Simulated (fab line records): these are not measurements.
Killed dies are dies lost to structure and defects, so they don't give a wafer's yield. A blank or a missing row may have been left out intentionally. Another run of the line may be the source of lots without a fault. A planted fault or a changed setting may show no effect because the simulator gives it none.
fab line records	flow gf180mcu
[record] lots = 14	wafers = 42	last_day = 34
route steps=602 shown NWELL@50 SALICIDE@281 CONTACT@302
lots untouched by any fault: they come from a run of this same line in which no faults occurred
start_h: the number of hours between the record's first day and the start of the first shown wafer of the lot	wait_h: hours since the lot's step before	" unchanged from the row above	L1.1+2: a single row standing in for several wafers	- either no value or no given start	* or withheld: withheld	< > ~ a bound
route shown NAME@n: NAME is a module with steps in the file, n the number in the route of the first one	usual: mean/standard deviation taken from wafers without a fault	same: alike in all rows	chamber/n: place in a boat	sites: per-site readings	_std_site: their standard deviation	_edge_site: inner sites' mean taken away from outer sites' mean	radius_mm: for every site, how far away it sits from the centre of the wafer	mask NAME#n: copy n	behind: the tool/chamber that last shaped the wafer	hold: what put the lot on hold/how long, in hours/how the hold closed	device: the transistor (n, p or np) that didn't switch	end of line: at the end of the route, the tests of the same wafers	step lacking rows: just its recipe	killed: not the wafer's yield, but the dies lost to structure and defects at the first sort	map: per-die view of a wafer (x killed, . not killed, _ where there is no die)
set.NAME: the setting as run; set.NAME@STEP: as run at that earlier step	model.NAME: the simulator's own value behind a step, which no gauge read
route steps across a sampled set of lots; one table per step, one row per wafer
services: a tool's chamber out of use, with start hour (start_h, from the record's first day; less than 0 if before it), hours out, and reason
[[steps]]
[step GF_NWELL_IMPLANT_08]
[recipe] species = P	energy_kev = 450	dose_cm2 = 1.5e+13	tilt_deg = 0
[same] implant_ion_amu = 31
lot.wafer	tool	chamber	start_h	wait_h
L473.2+3+5	implanter-03	0	55.32	0.0
L474.1+5+6	implanter-01	0	60.16	0.0
L475.1+2+4	implanter-03	0	67.94	0.0
L476.1+2+5	implanter-01	0	71.76	0.0
L477.2+4+6	implanter-01	0	76.37	0.0
L478.1+3+4	implanter-02	0	83.21	0.0
L479.1+3+4	implanter-02	0	87.94	0.0
L481.2+3+5	implanter-03	0	99.58	0.0
L482.1+4+5	implanter-03	0	107.01	0.0
L483.1+3+6	implanter-02	0	110.04	0.0
L484.3+4+6	implanter-03	0	116.56	0.1
L485.2+4+6	implanter-03	0	125.02	0.0
L492.1+5+6	implanter-03	0	159.09	0.0
L496.1+4+5	implanter-01	0	183.09	0.0
[step GF_VT_IMPLANT_RS_MEAS_47]
[recipe] thk_meas_gauge = four-point-probe
[usual] NWELL_RS = 486.9/1.2
lot.wafer	tool	chamber	start_h	wait_h	NWELL_RS[ohm/sq]
L473.2	film_metro-02	-	158.75	0.1	488.7
L473.3	"	-	"	"	489.5
L473.5	"	-	"	"	489.9
L474.1	film_metro-04	-	164.13	0.1	487.9
L474.5	"	-	"	"	485.4
L474.6	"	-	"	"	487.3
L475.1	film_metro-01	-	174.24	0.1	486.5
L475.2	"	-	"	"	486.2
L475.4	"	-	"	"	486.6
L476.1	film_metro-02	-	178.99	0.1	488.0
L476.2	"	-	"	"	488.9
L476.5	"	-	"	"	487.1
L477.2	film_metro-02	-	183.54	0.1	486.5
L477.4	"	-	"	"	485.7
L477.6	"	-	"	"	486.3
L478.1	film_metro-02	-	192.62	0.1	486.5
L478.3	"	-	"	"	486.2
L478.4	"	-	"	"	487.1
L479.1	film_metro-02	-	200.57	0.1	488.7
L479.3	"	-	"	"	489.3
L479.4	"	-	"	"	488.6
L481.2	film_metro-01	-	212.96	0.1	488.2
L481.3	"	-	"	"	486.5
L481.5	"	-	"	"	486.7
L482.1	film_metro-02	-	223.42	0.1	485.7
L482.4	"	-	"	"	486.8
L482.5	"	-	"	"	487.8
L483.1	film_metro-04	-	227.03	0.1	487.1
L483.3	"	-	"	"	486.5
L483.6	"	-	"	"	487.2
L484.3	film_metro-01	-	233.76	0.1	487.0
L484.4	"	-	"	"	486.5
L484.6	"	-	"	"	486.4
L485.2	film_metro-02	-	244.81	0.1	491.4
L485.4	"	-	"	"	491.3
L485.6	"	-	"	"	492.1
L492.1	film_metro-04	-	282.58	0.1	494.0
L492.5	"	-	"	"	493.8
L492.6	"	-	"	"	493.1
L496.1	film_metro-02	-	320.17	0.1	487.6
L496.4	"	-	"	"	486.1
L496.5	"	-	"	"	486.9
[step GF_SALICIDE_SPUTTER_03]
[recipe] material = TiN	target_thk_nm = 20	power_w = 6500	time_s = 16.7	chamber_pressure_pa = 0.4
[usual] throttle_valve_pct = 30.0/1.6
lot.wafer	tool	chamber	start_h	wait_h	throttle_valve_pct
L473.2	pvd_sputter-04	-	349.57	0.0	28.9
L473.3	"	-	"	"	31.5
L473.5	"	-	"	"	31.2
L474.1	pvd_sputter-02	-	352.13	0.0	28.6
L474.5	"	-	"	"	29.6
L474.6	"	-	"	"	31.1
L475.1	pvd_sputter-01	-	368.48	0.0	30.2
L475.2	"	-	"	"	28.2
L475.4	"	-	"	"	27.3
L476.1	pvd_sputter-04	-	371.93	0.0	31.4
L476.2	"	-	"	"	31.8
L476.5	"	-	"	"	31.1
L477.2	pvd_sputter-01	-	374.87	0.0	30.3
L477.4	"	-	"	"	32.3
L477.6	"	-	"	"	32.1
L478.1	pvd_sputter-04	-	395.87	0.0	31.6
L478.3	"	-	"	"	29.0
L478.4	"	-	"	"	31.3
L479.1	pvd_sputter-01	-	399.17	0.0	32.6
L479.3	"	-	"	"	27.8
L479.4	"	-	"	"	30.1
L481.2	pvd_sputter-02	-	419.52	0.0	28.8
L481.3	"	-	"	"	32.0
L481.5	"	-	"	"	29.3
L482.1	pvd_sputter-01	-	422.52	0.0	27.1
L482.4	"	-	"	"	32.1
L482.5	"	-	"	"	27.9
L483.1	pvd_sputter-04	-	427.77	0.0	30.3
L483.3	"	-	"	"	31.6
L483.6	"	-	"	"	30.2
L484.3	pvd_sputter-02	-	431.77	0.0	29.1
L484.4	"	-	"	"	31.8
L484.6	"	-	"	"	29.0
L485.2	pvd_sputter-01	-	450.90	0.0	30.1
L485.4	"	-	"	"	28.6
L485.6	"	-	"	"	28.0
L492.1	pvd_sputter-02	-	499.23	0.0	28.6
L492.5	"	-	"	"	29.5
L492.6	"	-	"	"	31.6
L496.1	pvd_sputter-01	-	542.08	0.0	32.2
L496.4	"	-	"	"	30.4
L496.5	"	-	"	"	32.6
[step GF_SALICIDE_RTA_08]
[recipe] temp_c = 800	time_s = 30	ambient = N2
[usual] lamp_power_pct = 17.1/0.42	wafer_temp_C_max = 803.2/0.73
lot.wafer	tool	chamber	start_h	wait_h	lamp_power_pct	wafer_temp_C_max
L473.2	rtp_anneal-01	0	349.99	0.0	17.5	803.7
L473.3	"	0	"	"	17.6	803.7
L473.5	"	0	"	"	17.5	802.9
L474.1	rtp_anneal-02	0	352.52	0.0	16.7	801.4
L474.5	"	0	"	"	16.7	802.7
L474.6	"	0	"	"	16.7	803.0
L475.1	rtp_anneal-02	0	368.87	0.0	16.7	802.8
L475.2	"	0	"	"	16.7	804.3
L475.4	"	0	"	"	16.7	803.0
L476.1	rtp_anneal-01	0	372.32	0.0	17.5	803.3
L476.2	"	0	"	"	17.5	803.3
L476.5	"	0	"	"	17.5	803.0
L477.2	rtp_anneal-01	0	375.29	0.0	17.5	805.5
L477.4	"	0	"	"	17.5	803.5
L477.6	"	0	"	"	17.5	802.9
L478.1	rtp_anneal-02	0	396.27	0.0	16.7	803.7
L478.3	"	0	"	"	16.7	803.2
L478.4	"	0	"	"	16.7	803.0
L479.1	rtp_anneal-02	0	399.57	0.0	16.7	802.8
L479.3	"	0	"	"	16.7	803.3
L479.4	"	0	"	"	16.7	802.1
L481.2	rtp_anneal-01	0	419.94	0.0	17.5	803.7
L481.3	"	0	"	"	17.5	803.3
L481.5	"	0	"	"	17.6	804.2
L482.1	rtp_anneal-02	0	422.91	0.0	16.7	803.8
L482.4	"	0	"	"	16.7	803.2
L482.5	"	0	"	"	16.7	803.4
L483.1	rtp_anneal-02	0	428.17	0.0	16.7	802.8
L483.3	"	0	"	"	16.7	802.0
L483.6	"	0	"	"	16.7	802.2
L484.3	rtp_anneal-01	0	432.24	0.1	17.5	803.7
L484.4	"	0	"	"	17.5	803.2
L484.6	"	0	"	"	17.5	802.7
L485.2	rtp_anneal-02	0	451.42	0.0	16.7	803.1
L485.4	"	0	"	"	16.7	802.8
L485.6	"	0	"	"	16.7	803.4
L492.1	rtp_anneal-01	0	499.64	0.0	17.5	803.5
L492.5	"	0	"	"	17.5	804.8
L492.6	"	0	"	"	17.5	802.8
L496.1	rtp_anneal-01	0	542.50	0.0	17.5	804.1
L496.4	"	0	"	"	17.5	802.6
L496.5	"	0	"	"	17.5	803.8
[step GF_CONTACT_OVL_MEAS_15]
[usual] CONTACT_OVL = -3/5.1
lot.wafer	tool	chamber	start_h	wait_h	CONTACT_OVL[nm]
L473.2	overlay-01	-	372.23	0.1	-5
L473.3	"	-	"	"	-2
L473.5	"	-	"	"	-8
L474.1	overlay-02	-	375.52	0.1	-2
L474.5	"	-	"	"	-4
L474.6	"	-	"	"	-5
L475.1	overlay-01	-	392.04	0.1	0
L475.2	"	-	"	"	4
L475.4	"	-	"	"	-3
L476.1	overlay-02	-	396.17	0.1	4
L476.2	"	-	"	"	1
L476.5	"	-	"	"	-5
L477.2	overlay-01	-	398.94	0.1	-12
L477.4	"	-	"	"	-14
L477.6	"	-	"	"	-15
L478.1	overlay-01	-	420.77	0.1	-5
L478.3	"	-	"	"	-5
L478.4	"	-	"	"	-4
L479.1	overlay-02	-	423.71	0.1	-9
L479.3	"	-	"	"	-4
L479.4	"	-	"	"	2
L481.2	overlay-02	-	444.88	0.1	-8
L481.3	"	-	"	"	4
L481.5	"	-	"	"	5
L482.1	overlay-02	-	447.82	0.1	4
L482.4	"	-	"	"	3
L482.5	"	-	"	"	3
L483.1	overlay-01	-	453.59	0.1	0
L483.3	"	-	"	"	-2
L483.6	"	-	"	"	-4
L484.3	overlay-02	-	456.83	0.1	0
L484.4	"	-	"	"	3
L484.6	"	-	"	"	-2
L485.2	overlay-02	-	476.29	0.1	2
L485.4	"	-	"	"	5
L485.6	"	-	"	"	8
L492.1	overlay-02	-	523.47	0.1	-9
L492.5	"	-	"	"	-10
L492.6	"	-	"	"	-7
L496.1	overlay-02	-	565.57	0.1	0
L496.4	"	-	"	"	-5
L496.5	"	-	"	"	-8
[[services]]
tool	chamber	start_h	hours	kind
pvd_sputter-01	-	36.57	1.4	repair
pvd_sputter-02	-	40.05	1.2	repair
implanter-03	-	43.72	5.5	pm
implanter-01	-	50.48	5.3	repair
implanter-01	-	86.52	18.0	pm
implanter-03	-	92.06	1.1	repair
pvd_sputter-01	-	120.83	6.5	repair
implanter-03	-	131.17	18.6	pm
implanter-03	-	165.48	6.2	repair
pvd_sputter-01	-	180.92	2.3	repair
pvd_sputter-02	-	181.10	2.5	repair
rtp_anneal-02	-	229.74	6.5	pm
implanter-03	-	250.32	0.8	repair
implanter-03	-	254.96	0.7	repair
pvd_sputter-02	-	270.97	0.9	repair
rtp_anneal-01	-	272.95	3.9	pm
implanter-03	-	277.10	2.7	repair
rtp_anneal-02	-	386.73	4.2	pm
pvd_sputter-01	-	389.82	0.6	repair
pvd_sputter-01	-	405.68	0.8	repair
implanter-03	-	412.79	6.0	repair
implanter-03	-	450.32	2.0	repair
implanter-03	-	486.63	2.1	repair
implanter-03	-	532.72	5.6	pm
[[key]]
[first_sign] step = GF_VT_IMPLANT_RS_MEAS_47	reading = NWELL_RS	direction = up	sigmas = 4.6	usual = 486.9	struck = 492.6
effect none on later readings
met_at GF_NWELL_IMPLANT_08
struck_lots L485,L492
tester_left_out L485,L492
not_acting_at GF_SALICIDE_SPUTTER_03,GF_SALICIDE_RTA_08,GF_CONTACT_OVL_MEAS_15
onset_between 116.56 125.02
[fault] kind = process_parameter_drift	tool = implanter-03	chamber = -	onset_h = 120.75	steps = GF_NWELL_IMPLANT_08	channel = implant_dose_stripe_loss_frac	offset = 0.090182	shape = step	end_h = 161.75
// tester_left_out: of these lots the tester's yield and bins aren't shown, on N5 and GAA mostly nor the transistor test; their killed dies are dies lost to structure and defects alone, not to doping, threshold or leakage, so they don't give the yield
